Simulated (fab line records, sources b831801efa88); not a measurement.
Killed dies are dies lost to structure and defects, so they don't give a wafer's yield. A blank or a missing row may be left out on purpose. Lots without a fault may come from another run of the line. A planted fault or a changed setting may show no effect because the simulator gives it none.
Chamber matching | flow sky130 | SKY_VIA2_ETCH_14 on rie_diel-01: 4 sister chambers
The step etches BARC in N2/H2, stops on SiO2, time 45.9 s, target depth 60 nm. 8 wafers are shown with their chamber, then 8 later ones without.

WAFERS WITH THEIR CHAMBER
wafer  | chamber | bias_w (W) | throttle_valve_pct (%)
L603.3 | 2       | 100.3      | 13.233
L603.5 | 3       | 99.7       | 13.242
L605.5 | 2       | 100.2      | 13.228
L608.2 | 1       | 99.2       | 13.213
L608.5 | 1       | 99.5       | 13.222
L613.2 | 3       | 100.4      | 13.229
L613.6 | 0       | 100.3      | 13.232
L618.1 | 0       | 100.2      | 13.234

WAFERS WITHOUT THEIR CHAMBER
wafer  | bias_w (W) | throttle_valve_pct (%)
L618.2 | 100.0      | 13.230
L618.5 | 99.8       | 13.228
L623.1 | 100.1      | 13.214
L623.3 | 99.9       | 13.226
L623.5 | 99.6       | 13.222
L624.2 | 99.8       | 13.239
L624.3 | 99.9       | 13.236
L624.6 | 100.0      | 13.224

WHICH CHAMBER EACH WENT THROUGH
wafer  | from the rows above               | in truth
L618.2 | can't be placed: 2 or 3 or 0      | 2
L618.5 | can't be placed: 3 or 2 or 0 or 1 | 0
L623.1 | can't be placed: 1 or 2 or 0 or 3 | 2
L623.3 | can't be placed: 2 or 3 or 0 or 1 | 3
L623.5 | can't be placed: 1 or 2 or 3 or 0 | 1
L624.2 | can't be placed: 3 or 0 or 2      | 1
L624.3 | can't be placed: 3 or 0 or 2      | 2
L624.6 | can't be placed: 2 or 0 or 3 or 1 | 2
Placed correctly: 0 of 8. Can't be placed from these rows: 8 (the true chamber is among the candidates in 7). Placed wrongly: 0.
How it was worked out, from the rows above alone: a wafer's distance from a chamber is the root of the sum, over the readings, of the square of ((its reading less the chamber's mean) divided by the reading's scatter). The wafer belongs to the nearest chamber; if the next one is less than 2 further off, it can't be placed. A chamber's mean is the mean of its shown wafers. The scatter: the root of (the sum of the squares of (reading less its chamber's mean) over the shown wafers, divided by (wafers less chambers)).
